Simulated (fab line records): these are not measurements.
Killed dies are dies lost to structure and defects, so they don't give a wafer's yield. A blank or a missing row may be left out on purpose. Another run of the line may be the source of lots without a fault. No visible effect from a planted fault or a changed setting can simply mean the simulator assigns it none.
Check for tools in common | flow gf180mcu | Sampled: 12 lots, 36 wafers

## WHY THIS WAS OPENED
GF_PSD_RS_MEAS_15, reading PSD_RS: flagged on 2 of 12 lots. Fault-free wafers read 109.66 ohm/sq, with a standard deviation of 0.29.
Rule: a lot gets a flag if all its wafers with a number sit over 4 standard deviations from that mean, or if no wafer of it has a number. As for the other lots, they are considered sound.

lot  | measured     | on           | PSD_RS (ohm/sq), wafer by wafer | flag
L761 | day 15 16:52 | filmMetro-03 | 109.96 110.14 110.20            | 
L762 | day 16 02:16 | filmMetro-03 | 109.76 110.09 109.87            | 
L763 | day 16 06:44 | filmMetro-01 | 109.15 109.03 109.46            | 
L765 | day 17 06:41 | filmMetro-04 | 109.72 109.39 109.49            | 
L766 | day 17 07:35 | filmMetro-01 | 109.49 110.02 109.59            | 
L767 | day 17 16:23 | filmMetro-01 | 109.70 110.00 109.58            | 
L771 | day 19 18:50 | filmMetro-01 | 109.46 109.73 109.89            | 
L772 | day 19 22:53 | filmMetro-03 | 116.52 116.52 116.71            | FLAGGED
L775 | day 20 23:35 | filmMetro-03 | 116.89 116.52 116.66            | FLAGGED
L777 | day 21 09:59 | filmMetro-04 | 109.57 109.37 109.22            | 
L778 | day 21 16:43 | filmMetro-03 | 109.57 109.32 109.37            | 
L780 | day 22 07:27 | filmMetro-01 | 109.28 109.76 109.64            | 
On average the flagged lots' numbers are 116.64 ohm/sq, which is +6.98 ohm/sq against the usual, or +24 standard deviations.

## EACH LOT AND THE TOOL IT RAN ON
3 process steps preceding the reading are held in the record, out of 602 steps in the route. In each cell: the tool, then ch and the chambers that the sampled wafers went through, then the start.
lot  | flag    | GF_PSD_IMPLANT_09               | GF_PSD_STRIP_10                     | GF_PSD_RTA_13
L761 |         | implanter-03 ch 0, day 15 16:19 | plasmaAsher-02 ch 0,1, day 15 16:26 | rtpAnneal-01 ch 0, day 15 16:39
L762 |         | implanter-02 ch 0, day 16 01:37 | plasmaAsher-03 ch 0,1, day 16 01:46 | rtpAnneal-01 ch 0, day 16 02:04
L763 |         | implanter-03 ch 0, day 16 06:11 | plasmaAsher-02 ch 0,1, day 16 06:19 | rtpAnneal-02 ch 0, day 16 06:32
L765 |         | implanter-03 ch 0, day 17 06:08 | plasmaAsher-02 ch 0,1, day 17 06:16 | rtpAnneal-01 ch 0, day 17 06:28
L766 |         | implanter-02 ch 0, day 17 06:44 | plasmaAsher-02 ch 1, day 17 06:53   | rtpAnneal-01 ch 0, day 17 07:23
L767 |         | implanter-01 ch 0, day 17 15:50 | plasmaAsher-02 ch 0,1, day 17 15:59 | rtpAnneal-02 ch 0, day 17 16:11
L771 |         | implanter-01 ch 0, day 19 18:11 | plasmaAsher-02 ch 0,1, day 19 18:20 | rtpAnneal-02 ch 0, day 19 18:32
L772 | FLAGGED | implanter-01 ch 0, day 19 22:14 | plasmaAsher-02 ch 0,1, day 19 22:23 | rtpAnneal-02 ch 0, day 19 22:35
L775 | FLAGGED | implanter-01 ch 0, day 20 23:01 | plasmaAsher-04 ch 1, day 20 23:08   | rtpAnneal-01 ch 0, day 20 23:22
L777 |         | implanter-02 ch 0, day 21 09:25 | plasmaAsher-03 ch 0,1, day 21 09:34 | rtpAnneal-01 ch 0, day 21 09:47
L778 |         | implanter-02 ch 0, day 21 16:08 | plasmaAsher-03 ch 0,1, day 21 16:17 | rtpAnneal-02 ch 0, day 21 16:31
L780 |         | implanter-03 ch 0, day 22 06:53 | plasmaAsher-02 ch 0,1, day 22 07:02 | rtpAnneal-02 ch 0, day 22 07:15
What the steps here do:
- GF_PSD_IMPLANT_09
- GF_PSD_STRIP_10: strips in O2/N2.
- GF_PSD_RTA_13: time 18.36 s.
- GF_PSD_RS_MEAS_15: measures by four-point-probe.

## FLAGGED OVER TOTAL, TOOL BY TOOL (the gauges that took the reading come last)
step              | tool           | lots run | flagged | share of the flagged lots | sound lots run after its first flagged lot
GF_PSD_IMPLANT_09 | implanter-01   | 4        | 2       | all                       | 0
GF_PSD_IMPLANT_09 | implanter-02   | 4        | 0       | none                      | -
GF_PSD_IMPLANT_09 | implanter-03   | 4        | 0       | none                      | -
GF_PSD_STRIP_10   | plasmaAsher-02 | 8        | 1       | some                      | 1 (L780)
GF_PSD_STRIP_10   | plasmaAsher-03 | 3        | 0       | none                      | -
GF_PSD_STRIP_10   | plasmaAsher-04 | 1        | 1       | some                      | 0
GF_PSD_RTA_13     | rtpAnneal-01   | 6        | 1       | some                      | 1 (L777)
GF_PSD_RTA_13     | rtpAnneal-02   | 6        | 1       | some                      | 2 (L778,L780)
GF_PSD_RS_MEAS_15 | filmMetro-01   | 5        | 0       | none                      | -
GF_PSD_RS_MEAS_15 | filmMetro-03   | 5        | 2       | all                       | 1 (L778)
GF_PSD_RS_MEAS_15 | filmMetro-04   | 2        | 0       | none                      | -

## THE TABLE: WHAT IT ALLOWS
2 rows of the table ran every flagged lot: implanter-01 at GF_PSD_IMPLANT_09, filmMetro-03 at GF_PSD_RS_MEAS_15.
- implanter-01 at GF_PSD_IMPLANT_09 ran 4 lots, 2 of them flagged. Last sound lot L771 at day 19 18:11, first flagged lot L772 at day 19 22:14; a fault beginning in between fits. Its own readings lie more than 4 standard deviations out on every wafer of the flagged lots: beamEnergyKeV.
- filmMetro-03 at GF_PSD_RS_MEAS_15 ran 5 lots, 2 of them flagged. Sound lots ran on it after the first flagged one (L778), which a lasting fault on the whole tool wouldn't allow.
implanter-01 at GF_PSD_IMPLANT_09 is the single tool remaining.

## WHAT THE SIMULATOR HAD INSERTED
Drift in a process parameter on implanter-01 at GF_PSD_IMPLANT_09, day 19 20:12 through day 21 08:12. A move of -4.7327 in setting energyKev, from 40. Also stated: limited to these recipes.
Lots struck among those shown: L772, L775. The rule given above showed the same thing.
